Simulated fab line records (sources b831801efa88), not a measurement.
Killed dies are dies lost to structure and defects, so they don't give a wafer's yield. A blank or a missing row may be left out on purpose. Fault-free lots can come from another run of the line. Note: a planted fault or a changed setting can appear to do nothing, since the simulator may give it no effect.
Which of the tools did it? | flow sky130 | 13 lots, 39 wafers sampled, at 6 steps of a route of 708

WHAT EACH GAUGE READ, for each wafer
SKY_PWDE_TW_MEAS_10.
lot  | measured    | on           | PWDE_TW
L610 | day 3 21:57 | filmMetro-04 | 374.6 375.1 375.2
L611 | day 4 05:20 | filmMetro-01 | 378.3 379.7 376.9
L612 | day 4 13:08 | filmMetro-01 | 379.1 376.8 378.3
L613 | day 4 18:11 | filmMetro-04 | 373.4 375.7 374.7
L616 | day 5 08:11 | filmMetro-01 | 381.8 380.2 379.7
L624 | day 7 03:24 | filmMetro-03 | 374.6 373.3 373.4
L625 | day 7 08:38 | filmMetro-04 | 375.1 374.8 374.6
L627 | day 7 23:05 | filmMetro-01 | 379.1 379.0 378.7
L628 | day 8 00:20 | filmMetro-03 | 374.7 374.7 376.4
L629 | day 8 08:37 | filmMetro-03 | 375.0 376.4 378.0
L631 | day 8 20:50 | filmMetro-04 | 374.6 375.4 377.8
L632 | day 9 01:08 | filmMetro-01 | 376.2 377.1 376.3
L633 | day 9 07:14 | filmMetro-04 | 376.7 375.6 374.9

SKY_VT_ADJUST_HVTP_OVL_MEAS_08.
lot  | measured     | on         | VT_ADJUST_HVTP_OVL (nm)
L610 | day 6 03:53  | overlay-01 | -0.1 1.9 2.1
L611 | day 6 13:37  | overlay-01 | -0.8 2.4 0.5
L612 | day 6 21:56  | overlay-02 | 1.1 0.7 1.4
L613 | day 7 04:20  | overlay-01 | -0.1 0.1 -0.4
L616 | day 7 19:13  | overlay-02 | -0.7 -1.0 -1.4
L624 | day 9 19:32  | overlay-01 | 0.2 -0.6 -1.6
L625 | day 10 03:06 | overlay-02 | 0.0 -0.6 -0.1
L627 | day 10 18:22 | overlay-02 | -0.4 -2.1 0.1
L628 | day 10 18:44 | overlay-01 | 1.0 1.1 -0.2
L629 | day 11 02:59 | overlay-02 | 1.5 0.2 0.1
L631 | day 11 17:13 | overlay-02 | 1.5 0.2 1.2
L632 | day 11 21:49 | overlay-02 | 0.4 1.5 -0.3
L633 | day 12 04:11 | overlay-01 | 0.9 -1.9 0.8

SKY_VT_ADJUST_NCORE_TW_MEAS_11.
lot  | measured     | on           | VT_ADJUST_NCORE_TW
L610 | day 8 18:31  | filmMetro-03 | 220.3 219.9 218.8
L611 | day 9 04:49  | filmMetro-01 | 220.8 221.0 220.9
L612 | day 9 14:18  | filmMetro-03 | 218.1 218.1 218.0
L613 | day 9 20:21  | filmMetro-01 | 220.3 220.7 220.8
L616 | day 10 14:06 | filmMetro-01 | 30.3 30.4 30.4
L624 | day 12 17:05 | filmMetro-03 | 219.4 219.7 220.0
L625 | day 13 01:27 | filmMetro-01 | 222.5 222.0 221.8
L627 | day 13 20:03 | filmMetro-01 | 222.3 222.3 223.5
L628 | day 13 20:43 | filmMetro-02 | 221.8 221.6 222.0
L629 | day 14 06:08 | filmMetro-01 | 220.6 222.8 223.7
L631 | day 14 21:34 | filmMetro-01 | 222.9 221.4 221.9
L632 | day 15 02:42 | filmMetro-02 | 221.1 219.3 219.8
L633 | day 15 09:29 | filmMetro-01 | 222.5 222.3 220.4

TOOL THAT RAN EACH LOT (tool first, then ch and the chambers of the sampled wafers, then the start)
lot  | SKY_VT_ADJUST_HVTP_STRIP_10         | SKY_VT_ADJUST_LVTN_STRIP_20         | SKY_VT_ADJUST_NCORE_STRIP_10
L610 | plasmaAsher-04 ch 0,1, day 6 04:04  | plasmaAsher-02 ch 0,1, day 7 20:59  | plasmaAsher-02 ch 0,1, day 8 18:24
L611 | plasmaAsher-01 ch 0, day 6 13:48    | plasmaAsher-01 ch 0, day 8 06:59    | plasmaAsher-02 ch 0,1, day 9 04:43
L612 | plasmaAsher-03 ch 0,1, day 6 22:07  | plasmaAsher-01 ch 0,1, day 8 16:11  | plasmaAsher-04 ch 0,1, day 9 14:12
L613 | plasmaAsher-04 ch 0,1, day 7 04:31  | plasmaAsher-02 ch 0,1, day 8 21:50  | plasmaAsher-03 ch 0,1, day 9 20:15
L616 | plasmaAsher-03 ch 0,1, day 7 19:23  | plasmaAsher-02 ch 0,1, day 9 14:59  | plasmaAsher-02 ch 0,1, day 10 14:00
L624 | plasmaAsher-04 ch 0,1, day 9 19:44  | plasmaAsher-02 ch 0,1, day 11 16:55 | plasmaAsher-02 ch 0,1, day 12 17:00
L625 | plasmaAsher-04 ch 0,1, day 10 03:17 | plasmaAsher-02 ch 0, day 12 00:38   | plasmaAsher-02 ch 0,1, day 13 01:21
L627 | plasmaAsher-03 ch 0,1, day 10 18:33 | plasmaAsher-01 ch 0,1, day 12 18:14 | plasmaAsher-02 ch 0,1, day 13 19:57
L628 | plasmaAsher-03 ch 0,1, day 10 18:55 | plasmaAsher-02 ch 1, day 12 19:11   | plasmaAsher-03 ch 0,1, day 13 20:36
L629 | plasmaAsher-04 ch 0,1, day 11 03:11 | plasmaAsher-04 ch 0,1, day 13 03:43 | plasmaAsher-02 ch 0,1, day 14 06:02
L631 | plasmaAsher-01 ch 0,1, day 11 17:24 | plasmaAsher-02 ch 1, day 13 18:59   | plasmaAsher-03 ch 1, day 14 21:27
L632 | plasmaAsher-03 ch 0,1, day 11 22:00 | plasmaAsher-04 ch 0,1, day 14 00:41 | plasmaAsher-02 ch 0,1, day 15 02:36
L633 | plasmaAsher-01 ch 0,1, day 12 04:22 | plasmaAsher-04 ch 0,1, day 14 07:08 | plasmaAsher-04 ch 1, day 15 09:23
- SKY_VT_ADJUST_HVTP_STRIP_10: strips in O2/N2.
- SKY_VT_ADJUST_LVTN_STRIP_20: strips in O2/N2.
- SKY_VT_ADJUST_NCORE_STRIP_10: strips in O2/N2.

AS READ BY THE TOOLS THEMSELVES (means over the sampled wafers that have a number; for cases with no such wafer, the mark the record gives instead)
SKY_VT_ADJUST_HVTP_STRIP_10.
lot  | tool           | chamberPressureMTorr (mTorr) | drypumpMotorCurrentA (A) | oesProductAu (a.u.) | stripTimeToEndpointS (s)
L610 | plasmaAsher-04 | 1499.4                       | 5.32                     | 0.718               | 14.17
L611 | plasmaAsher-01 | 1499.0                       | 5.51                     | 0.716               | 14.20
L612 | plasmaAsher-03 | 1499.9                       | 5.57                     | 0.711               | 14.19
L613 | plasmaAsher-04 | 1500.3                       | 5.31                     | 0.713               | 14.22
L616 | plasmaAsher-03 | 1499.0                       | 5.56                     | 0.711               | 14.16
L624 | plasmaAsher-04 | 1499.4                       | 5.51                     | 0.716               | 14.15
L625 | plasmaAsher-04 | 1500.8                       | 5.32                     | 0.717               | 14.19
L627 | plasmaAsher-03 | 1500.9                       | 5.42                     | 0.714               | 14.15
L628 | plasmaAsher-03 | 1499.2                       | 5.55                     | 0.714               | 14.15
L629 | plasmaAsher-04 | 1501.0                       | 5.31                     | 0.716               | 14.14
L631 | plasmaAsher-01 | 1500.8                       | 5.48                     | 0.716               | 14.19
L632 | plasmaAsher-03 | 1500.7                       | 5.43                     | 0.714               | 14.21
L633 | plasmaAsher-01 | 1500.7                       | 5.50                     | 0.713               | 14.16

SKY_VT_ADJUST_LVTN_STRIP_20.
lot  | tool           | chamberPressureMTorr (mTorr) | drypumpMotorCurrentA (A) | oesProductAu (a.u.) | stripTimeToEndpointS (s)
L610 | plasmaAsher-02 | 1500.8                       | 6.3                      | 0.715               | 14.16
L611 | plasmaAsher-01 | 1498.9                       | 5.5                      | 0.714               | 14.15
L612 | plasmaAsher-01 | 1500.2                       | 5.4                      | 0.721               | 14.18
L613 | plasmaAsher-02 | 1499.5                       | 6.4                      | 0.718               | 14.17
L616 | plasmaAsher-02 | 1500.1                       | 6.4                      | 0.932               | -
L624 | plasmaAsher-02 | 1500.9                       | 6.4                      | 0.721               | 14.12
L625 | plasmaAsher-02 | 1498.8                       | 6.3                      | 0.714               | 14.13
L627 | plasmaAsher-01 | 1500.9                       | 5.5                      | 0.718               | 14.27
L628 | plasmaAsher-02 | 1500.6                       | 6.5                      | 0.719               | 14.17
L629 | plasmaAsher-04 | 1500.1                       | 5.4                      | 0.713               | 14.18
L631 | plasmaAsher-02 | 1499.5                       | 6.4                      | 0.714               | 14.22
L632 | plasmaAsher-04 | 1499.4                       | 5.5                      | 0.712               | 14.15
L633 | plasmaAsher-04 | 1500.3                       | 5.5                      | 0.716               | 14.17

SKY_VT_ADJUST_NCORE_STRIP_10.
lot  | tool           | chamberPressureMTorr (mTorr) | drypumpMotorCurrentA (A) | oesProductAu (a.u.) | stripTimeToEndpointS (s)
L610 | plasmaAsher-02 | 1499.3                       | 6.4                      | 0.718               | 14.16
L611 | plasmaAsher-02 | 1499.9                       | 6.4                      | 0.721               | 14.18
L612 | plasmaAsher-04 | 1500.1                       | 5.3                      | 0.712               | 14.19
L613 | plasmaAsher-03 | 1500.2                       | 5.4                      | 0.715               | 14.17
L616 | plasmaAsher-02 | 1499.2                       | 6.4                      | 0.721               | 21.48
L624 | plasmaAsher-02 | 1500.1                       | 6.4                      | 0.717               | 14.20
L625 | plasmaAsher-02 | 1500.2                       | 6.3                      | 0.721               | 14.21
L627 | plasmaAsher-02 | 1500.4                       | 6.3                      | 0.717               | 14.22
L628 | plasmaAsher-03 | 1498.8                       | 5.4                      | 0.714               | 14.25
L629 | plasmaAsher-02 | 1500.6                       | 6.3                      | 0.719               | 14.22
L631 | plasmaAsher-03 | 1499.1                       | 5.7                      | 0.715               | 14.13
L632 | plasmaAsher-02 | 1499.2                       | 6.4                      | 0.716               | 14.19
L633 | plasmaAsher-04 | 1499.5                       | 5.7                      | 0.719               | 14.15

THE ANSWER, worked out from the rows above alone
Rule: the usual values come from the lots themselves. The widest of any qualifying gaps counts: lots, ordered by their means at a reading, are off when they make up no more than a third of the lots, leave a main group of 4 or more, and stand apart from it by 3 or more times the standard deviation of that group's means. A main group whose means are all the same, to the digits that the tables above print for the reading, isn't used. A lot without any number at a reading at which 4 lots or more have one is off too. Any other lot the step has rows for is counted as sound. Order of review: gauges by route order, followed by the tools' own readings, for which a lot's mean as printed above is used. At the first step where some lot is off, the reading lying furthest off is the one used; lots without a number count as furthest.
Off: L616, seen at SKY_VT_ADJUST_NCORE_TW_MEAS_11 (VT_ADJUST_NCORE_TW). The main group: mean 221.0, standard deviation 1.3.
A tool fits if, at a process step before that reading, it ran every lot that is off, and no sound lot after the first of them. Not tried: the gauges at SKY_VT_ADJUST_NCORE_TW_MEAS_11; whatever is off there is also off at SKY_VT_ADJUST_LVTN_STRIP_20, on other tools, and gauge error can't account for it. Not one of the candidates tried fits.

WHAT WAS PUT IN BY THE SIMULATOR
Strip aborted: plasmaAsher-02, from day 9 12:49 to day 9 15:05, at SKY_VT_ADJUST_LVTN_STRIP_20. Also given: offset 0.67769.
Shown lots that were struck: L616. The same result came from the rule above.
